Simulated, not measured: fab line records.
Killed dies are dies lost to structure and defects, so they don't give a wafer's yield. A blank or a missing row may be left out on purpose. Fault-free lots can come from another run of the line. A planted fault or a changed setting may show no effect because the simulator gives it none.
Tool commonality check ; flow sky130 ; 11 lots, 33 wafers sampled

## WHAT PROMPTED THE OPENING
At SKY_VIA2_THK_MEAS_01 the reading VIA2_HDPCVD_THK is flagged on 3 of 11 lots. Fault-free wafers read 1185 nm, with a standard deviation of 13.
Rule: a lot is flagged in two cases, either no wafer of it has a number, or all its wafers with numbers fall more than 4 standard deviations from that mean. The other lots count as sound.

lot;measured;on;VIA2_HDPCVD_THK (nm), wafer by wafer;flag
L762;day 35 12:04;film metro-02;1200 1192 1186;
L765;day 36 06:22;film metro-03;1177 1171 1177;
L766;day 36 14:48;film metro-02;2378 2366 2381;FLAGGED
L768;day 37 14:32;film metro-03;2406 2395 2407;FLAGGED
L773;day 38 15:35;film metro-02;1190 1184 1176;
L772;day 38 17:17;film metro-02;2381 2361 2392;FLAGGED
L775;day 39 12:51;film metro-03;1211 1199 1204;
L782;day 41 12:20;film metro-01;1193 1176 1176;
L783;day 41 14:48;film metro-02;1172 1164 1177;
L784;day 41 19:13;film metro-01;1179 1178 1189;
L785;day 42 11:38;film metro-01;1180 1185 1181;
The mean of the flagged lots' numbers is 2385 nm, +1200 nm from the usual (+92 standard deviations).

## EACH LOT AND THE TOOL IT RAN ON
Before the reading, the record contains 3 process steps out of a 708-step route. Each cell gives the tool, then ch followed by the chambers the sampled wafers passed through, then the start.
lot;flag;SKY_METAL2_DESCUM_17;SKY_METAL2_ETCH_18;SKY_VIA2_HDPCVD_00
L762;;rie metal-04 ch 0,1, day 35 11:08;rie metal-04 ch 0,1, day 35 11:10;hdpcvd-01 ch 0,2, day 35 11:55
L765;;rie metal-04 ch 1, day 36 05:23;rie metal-04 ch 1, day 36 05:25;hdpcvd-01 ch 1,2, day 36 06:14
L766;FLAGGED;rie metal-04 ch 0,1, day 36 12:43;rie metal-04 ch 0,1, day 36 12:46;hdpcvd-01 ch 1,2, day 36 14:03
L768;FLAGGED;rie metal-01 ch 0,1, day 37 13:20;rie metal-01 ch 0,1, day 37 13:23;hdpcvd-01 ch 0,1, day 37 14:07
L773;;rie metal-03 ch 0,1, day 38 14:35;rie metal-03 ch 0,1, day 38 14:37;hdpcvd-02 ch 0,1,2, day 38 15:28
L772;FLAGGED;rie metal-01 ch 0,1, day 38 15:56;rie metal-01 ch 0,1, day 38 15:58;hdpcvd-01 ch 1,2, day 38 16:49
L775;;rie metal-03 ch 0,1, day 39 11:56;rie metal-03 ch 0,1, day 39 11:58;hdpcvd-01 ch 0,1,2, day 39 12:44
L782;;rie metal-01 ch 0,1, day 41 11:23;rie metal-01 ch 0,1, day 41 11:26;hdpcvd-01 ch 0,1,2, day 41 12:12
L783;;rie metal-01 ch 0,1, day 41 13:52;rie metal-01 ch 0,1, day 41 13:55;hdpcvd-02 ch 0,1,2, day 41 14:40
L784;;rie metal-01 ch 0,1, day 41 18:18;rie metal-01 ch 0,1, day 41 18:21;hdpcvd-02 ch 1,2, day 41 19:04
L785;;rie metal-04 ch 0,1, day 42 10:38;rie metal-04 ch 0,1, day 42 10:40;hdpcvd-01 ch 1,2, day 42 11:30
These steps, and what they do:
- SKY_METAL2_DESCUM_17: chemistry O2, time 8 s.
- SKY_METAL2_ETCH_18: etches BARC in N2/H2, stops on SiO2, time 45.9 s, target depth 60 nm.
- SKY_VIA2_HDPCVD_00: deposits SiO2, target thk 1180 nm, time 196.7 s.
- SKY_VIA2_THK_MEAS_01

## FLAGGED AGAINST TOTAL, ONE TOOL AT A TIME (gauges that did the reading follow at the end)
step;tool;lots run;flagged;share of the flagged lots;sound lots run after its first flagged lot
SKY_METAL2_DESCUM_17;rie metal-01;5;2;some;3 (L782,L783,L784)
SKY_METAL2_DESCUM_17;rie metal-03;2;0;none;-
SKY_METAL2_DESCUM_17;rie metal-04;4;1;some;1 (L785)
SKY_METAL2_ETCH_18;rie metal-01;5;2;some;3 (L782,L783,L784)
SKY_METAL2_ETCH_18;rie metal-03;2;0;none;-
SKY_METAL2_ETCH_18;rie metal-04;4;1;some;1 (L785)
SKY_VIA2_HDPCVD_00;hdpcvd-01;8;3;all;3 (L775,L782,L785)
SKY_VIA2_HDPCVD_00;hdpcvd-02;3;0;none;-
SKY_VIA2_THK_MEAS_01;film metro-01;3;0;none;-
SKY_VIA2_THK_MEAS_01;film metro-02;5;2;some;2 (L773,L783)
SKY_VIA2_THK_MEAS_01;film metro-03;3;1;some;1 (L775)

## THE TABLE: WHAT IT ALLOWS
All flagged lots share 1 row of the table, namely hdpcvd-01 at SKY_VIA2_HDPCVD_00.
- hdpcvd-01 at SKY_VIA2_HDPCVD_00: 3 of its 8 lots flagged. Lots that were sound ran on it after the first flagged one (L775, L782, L785); a persistent fault on the entire tool would not allow that.
There is no row in the table that ran each flagged lot and no sound lot after the first.

## WHAT WAS PUT IN BY THE SIMULATOR
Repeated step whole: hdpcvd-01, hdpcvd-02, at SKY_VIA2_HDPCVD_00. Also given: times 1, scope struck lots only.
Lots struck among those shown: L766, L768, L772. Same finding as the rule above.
